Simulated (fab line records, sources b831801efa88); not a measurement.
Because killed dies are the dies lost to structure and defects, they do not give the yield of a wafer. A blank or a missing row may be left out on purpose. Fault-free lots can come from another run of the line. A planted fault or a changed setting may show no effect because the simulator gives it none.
What tool caused it? :: flow sky130 :: at 1 step of a route of 708, 12 lots with 36 wafers sampled

## WHAT THE GAUGES READ, wafer by wafer
SKY_POLY_GATE_CD_MEAS_13 targets a cd of 150 nm.
lot: L075
measured: day 17 00:59
on: cd_sem-02
cd_nm (nm): 150.2 150.8 148.7

lot: L077
measured: day 17 17:36
on: cd_sem-02
cd_nm (nm): 150.5 148.9 149.9

lot: L079
measured: day 18 15:51
on: cd_sem-02
cd_nm (nm): 149.9 150.4 150.6

lot: L081
measured: day 19 19:59
on: cd_sem-01
cd_nm (nm): 149.0 149.2 148.9

lot: L083
measured: day 20 21:45
on: cd_sem-01
cd_nm (nm): 149.3 149.5 149.5

lot: L086
measured: day 21 10:24
on: cd_sem-02
cd_nm (nm): 151.7 151.4 151.1

lot: L087
measured: day 21 16:56
on: cd_sem-02
cd_nm (nm): 151.4 149.5 150.4

lot: L089
measured: day 22 08:15
on: cd_sem-02
cd_nm (nm): 148.6 147.1 148.2

lot: L091
measured: day 23 01:51
on: cd_sem-01
cd_nm (nm): 150.4 150.8 148.2

lot: L093
measured: day 23 12:53
on: cd_sem-01
cd_nm (nm): 147.6 147.6 149.4

lot: L095
measured: day 24 13:08
on: cd_sem-02
cd_nm (nm): 152.0 151.8 151.8

lot: L097
measured: day 25 03:02
on: cd_sem-02
cd_nm (nm): 149.8 149.8 150.3

## WHAT TOOL EACH LOT RAN ON (gives the tool, then ch and the chambers of the sampled wafers, and finally the start)
The record holds no process step before these readings.

## THE ANSWER, worked out from the rows above alone
Rule: what is usual is taken from the lots themselves. Put in order of their means at a reading, lots are off if they are a third of the lots or fewer, leave a main group of 4 or more, and stand apart from it by a gap of 3 or more times the standard deviation of the main group's means; of several such gaps the widest counts. Not used: any main group whose means are identical at the precision the tables above print for the reading. Also off: a lot with no number at a reading for which 4 or more lots have one. Where the step has rows for the other lots, those lots are counted as sound.
Across all readings shown, no lot is off: no conclusion can be drawn from this.

## WHAT WAS PUT IN BY THE SIMULATOR
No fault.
